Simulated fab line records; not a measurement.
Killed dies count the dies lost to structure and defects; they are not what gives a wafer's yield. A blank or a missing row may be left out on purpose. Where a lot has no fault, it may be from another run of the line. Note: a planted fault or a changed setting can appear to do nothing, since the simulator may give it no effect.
Matching of chambers | flow sky130 | rie_diel-02 running SKY_VIA2_ETCH_14: 4 sister chambers
The step etches BARC in N2/H2, stops on SiO2, time 45.9 s, target depth 60 nm. 14 wafers are shown with their chamber, then 7 later ones without.

## WAFERS, EACH WITH ITS CHAMBER
wafer  | chamber | drypump_motor_current_A (A) | oes_product_au (a.u.) | throttle_valve_pct (%)
L246.1 | 1       | 5.4                         | 0.861                 | 13.236
L246.4 | 0       | 6.1                         | 0.853                 | 13.233
L246.6 | 2       | 6.1                         | 0.861                 | 13.211
L247.2 | 1       | 5.4                         | 0.855                 | 13.219
L247.3 | 2       | 6.0                         | 0.844                 | 13.229
L247.6 | 1       | 5.4                         | 0.852                 | 13.229
L248.1 | 2       | 6.1                         | 0.853                 | 13.221
L248.2 | 0       | 6.1                         | 0.867                 | 13.240
L248.6 | 3       | 5.6                         | 0.856                 | 13.227
L252.2 | 3       | 5.6                         | 0.851                 | 13.231
L252.3 | 1       | 5.4                         | 0.854                 | 13.231
L252.5 | 2       | 6.1                         | 0.855                 | 13.234
L262.1 | 1       | 5.4                         | 0.857                 | 13.219
L262.3 | 0       | 6.1                         | 0.865                 | 13.219

SIGNATURES (averages over the wafers above)
reading                 | chamber 0 | chamber 1 | chamber 2 | chamber 3 | scatter within a chamber
drypump_motor_current_A | 6.100     | 5.400     | 6.075     | 5.600     | 0.0274
oes_product_au          | 0.86167   | 0.85580   | 0.85325   | 0.85350   | 0.00568
throttle_valve_pct      | 13.23067  | 13.22680  | 13.22375  | 13.22900  | 0.00876
Rule: a wafer lies at a distance from a chamber equal to the root of the sum of squares, over the readings, of (its reading less the chamber's mean, divided by the reading's scatter). If the next closest chamber is less than 2 further off than the closest, the wafer can't be placed; otherwise it belongs to the closest. The scatter is the square root of a quotient: the sum, over the shown wafers, of each reading's squared deviation from its chamber's mean, divided by wafers minus chambers.

## WAFERS MISSING THEIR CHAMBER
wafer  | drypump_motor_current_A (A) | oes_product_au (a.u.) | throttle_valve_pct (%)
L262.6 | 5.3                         | 0.855                 | 13.215
L263.1 | 5.6                         | 0.865                 | 13.236
L263.3 | 5.3                         | 0.857                 | 13.235
L263.6 | 5.6                         | 0.855                 | 13.227
L264.1 | 6.1                         | 0.857                 | 13.229
L264.4 | 6.1                         | 0.852                 | 13.240
L264.5 | 6.0                         | 0.859                 | 13.214

## THE CHAMBER EACH PASSED THROUGH
wafer  | from the rows above     | in truth
L262.6 | 1                       | 1
L263.1 | 3                       | 3
L263.3 | 1                       | 1
L263.6 | 3                       | 3
L264.1 | can't be placed: 0 or 2 | 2
L264.4 | can't be placed: 0 or 2 | 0
L264.5 | can't be placed: 2 or 0 | 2
Correctly placed: 4 of 7. From these rows, 3 cannot be placed; in 3 the true chamber is one of the candidates. Number placed wrongly: 0.
